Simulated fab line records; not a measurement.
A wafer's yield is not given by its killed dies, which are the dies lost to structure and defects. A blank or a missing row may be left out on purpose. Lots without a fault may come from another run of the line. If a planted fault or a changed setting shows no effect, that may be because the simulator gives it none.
Which of the tools did it? + flow sky130 + Sampling: 6 lots, 18 wafers, 5 of 708 route steps

WHAT EACH GAUGE READ, for each wafer
SKY_VIA4_THK_MEAS_01.
| lot  | measured     | on            | VIA4_HDPCVD_THK (nm) |
|------|--------------|---------------|----------------------|
| L413 | day 43 10:21 | film-metro-04 | 1756 1778 1780       |
| L417 | day 44 03:04 | film-metro-01 | 1775 1785 1776       |
| L418 | day 44 16:24 | film-metro-01 | 1775 1755 1761       |
| L422 | day 45 13:25 | film-metro-01 | 1766 1748 1753       |
| L425 | day 46 10:07 | film-metro-04 | 1776 1743 1771       |
| L432 | day 48 00:14 | film-metro-04 | 1770 1709 1761       |

WHICH TOOL RAN EACH LOT (tool, then ch and the chambers of the sampled wafers, then the start)
| lot  | SKY_METAL4_SPUTTER_01        | SKY_METAL4_SPUTTER_02        | SKY_METAL4_ETCH_16                | SKY_VIA4_HDPCVD_00               |
|------|------------------------------|------------------------------|-----------------------------------|----------------------------------|
| L413 | pvd-sputter-04, day 41 06:43 | pvd-sputter-04, day 41 06:44 | rie-metal-04 ch 1, day 43 09:04   | hdpcvd-02 ch 0,1, day 43 10:05   |
| L417 | pvd-sputter-04, day 42 02:31 | pvd-sputter-04, day 42 02:33 | rie-metal-04 ch 0,1, day 44 02:00 | hdpcvd-02 ch 0,1,2, day 44 02:53 |
| L418 | pvd-sputter-04, day 42 15:39 | pvd-sputter-04, day 42 15:41 | rie-metal-04 ch 0,1, day 44 15:20 | hdpcvd-02 ch 0,1,2, day 44 16:13 |
| L422 | pvd-sputter-03, day 43 13:16 | pvd-sputter-03, day 43 13:17 | rie-metal-03 ch 1, day 45 12:20   | hdpcvd-02 ch 0,1,2, day 45 13:14 |
| L425 | pvd-sputter-04, day 44 12:37 | pvd-sputter-04, day 44 12:38 | rie-metal-01 ch 0,1, day 46 09:03 | hdpcvd-02 ch 0,1,2, day 46 09:56 |
| L432 | pvd-sputter-04, day 46 04:07 | pvd-sputter-04, day 46 04:08 | rie-metal-01 ch 0,1, day 47 23:11 | hdpcvd-01 ch 0,2, day 48 00:02   |
- SKY_METAL4_SPUTTER_01: material TiN, target thk 20 nm, time 16.7 s.
- SKY_METAL4_SPUTTER_02: material AlCu, target thk 735 nm, time 39.1 s.
- SKY_METAL4_ETCH_16: etches BARC in N2/H2, stops on SiO2, time 88.2 s, target depth 60 nm.
- SKY_VIA4_HDPCVD_00: deposits SiO2, target thk 1750 nm, time 291.7 s.

THE ANSWER, worked out from the rows above alone
Rule: the usual values come from the lots themselves. The widest of any qualifying gaps counts: lots, ordered by their means at a reading, are off when they make up no more than a third of the lots, leave a main group of 4 or more, and stand apart from it by 3 or more times the standard deviation of that group's means. If all means in a main group match to the digits the tables above print for the reading, that group is not used. A lot without any number at a reading at which 4 lots or more have one is off too. Where the step has rows for the other lots, those lots are counted as sound.
None of the lots is off at any reading shown; this tells nothing.

WHAT THE SIMULATOR HAD PUT IN
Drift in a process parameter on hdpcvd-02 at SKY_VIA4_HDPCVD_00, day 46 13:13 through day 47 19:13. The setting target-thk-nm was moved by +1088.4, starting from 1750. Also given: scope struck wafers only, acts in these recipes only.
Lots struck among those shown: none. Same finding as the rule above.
